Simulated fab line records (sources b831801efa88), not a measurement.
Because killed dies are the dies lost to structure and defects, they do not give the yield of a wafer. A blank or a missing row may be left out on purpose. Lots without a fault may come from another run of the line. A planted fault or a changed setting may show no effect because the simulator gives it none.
8D (eight disciplines) problem report, filled in by code + flow gf180mcu + the parts of the form that need people (team, actions taken, sign-off) are left out

== 1. THE PROBLEM ==
V1_CVD_02_THK at GF_V1_THK_MEAS_03 reads a mean of 409 nm on 1 wafer of 1 lot; wafers without a fault read 849 nm with a standard deviation of 9.8. That puts it -45 standard deviations away from the usual mean.
Earliest sighting: wafer L601.6 on film metro-04 at day 23 01:03. At this step, 32 wafers from 11 lots have a number in the record. Rule for "out", or "out of limits": more than 4 standard deviations from the usual mean. The rest of the wafers with a number are treated as sound.

== 2. WHAT THIS IS AND IS NOT ==
| question                    | is                | is not                                                     |
|-----------------------------|-------------------|------------------------------------------------------------|
| which readings at this step | V1_CVD_02_THK     | -                                                          |
| which lots                  | L601              | L586, L587, L589, L590, L591, L592, L594, L595, L596, L597 |
| which wafers of those lots  | L601.6            | L601.3                                                     |
| read on which gauges        | film metro-04     | film metro-01, film metro-03                               |
| when                        | from day 23 01:03 | up to then (31 sound wafers)                               |

== 3. THE SUSPECTS, EACH WITH WHAT RULES IT OUT ==
Counting: a tool at a process step up to the reading stays a suspect if it ran every lot that is out. Sound lots after the first of them don't rule it out here, since some wafers of a struck lot are sound.
- the gauge at GF_V1_THK_MEAS_03 is ruled out. All the wafers that are out were read on film metro-04, but those of them that GF_V1_CMP_04 has rows for are out there too, on other tools.
- pvd sputter-01 at GF_M1_SPUTTER_01 (material TiN, target thk 30 nm, time 25 s): kept. It ran the lot that is out, L601 (day 22 00:35); its last sound lot up to then is L597 (day 20 18:30).
- pecvd-02 at GF_V1_CVD_02 (deposits SiO2 from TEOS, target thk 850 nm, time 94.851 s): kept. It ran the lot that is out, L601 (day 23 00:58); its last sound lot up to then is L596 (day 21 12:23).
- Within pecvd-02 at GF_V1_CVD_02: the wafers that are out ran in chamber 2; their sound lot-mates ran in chamber 1.
Remaining after the count are pvd sputter-01 at GF_M1_SPUTTER_01 and pecvd-02 at GF_V1_CVD_02.

== 4. THE CAUSE (what the simulator had put in) ==
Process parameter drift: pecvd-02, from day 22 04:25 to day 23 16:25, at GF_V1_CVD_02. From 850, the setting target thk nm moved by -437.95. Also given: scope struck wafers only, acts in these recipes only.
This tool is one of the 2 suspects left after counting.

== 5. SEQUENCE OF EFFECTS, ordered by route ==
Rows list readings where the struck wafers' mean (over those with a number) sits beyond 3 standard deviations from the usual. Only readings for which the record gives a usual standard deviation are gone through. hours: the time from each lot's start at the first step in this table that gives one to its start at this step, as a median over the lots. sigmas: the change in usual standard deviations.
| hours | step              | reading            | usual      | on struck wafers | change | sigmas |
|-------|-------------------|--------------------|------------|------------------|--------|--------|
| 0     | GF_V1_THK_MEAS_03 | V1_CVD_02_THK      | 849 nm     | 409              | -440   | -45    |
| 0     | GF_V1_CMP_04      | time to endpoint s | 81 s       | 29               | -52    | -8.4   |
| -     | GF_V1_ETCH_17     | oes product au     | 0.856 a.u. | 0.686            | -0.170 | -38    |
Here are the process steps it includes:
- GF_V1_CMP_04: polishes SiO2.
- GF_V1_ETCH_17: etches SiO2 in C4F8/O2/Ar, stops on TiN, target depth 630 nm.

== 6. HOW IT WOULD HAVE BEEN CAUGHT EARLIER ==
Counted from the fault's start at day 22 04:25, it took 21 hours until the first out-of-limits reading at a measuring or inspecting step in this record, taken at day 23 01:03.
An alarm limit of 4 standard deviations would not have fired on the tool readings at GF_V1_CVD_02 for which the record gives a usual standard deviation, since none of them was out on any struck wafer.
Each of the lots that are out, 1 in all, had begun GF_V1_CVD_02 on pecvd-02 no later than day 23 01:03. A hold on the tool at that time would have spared none of them.
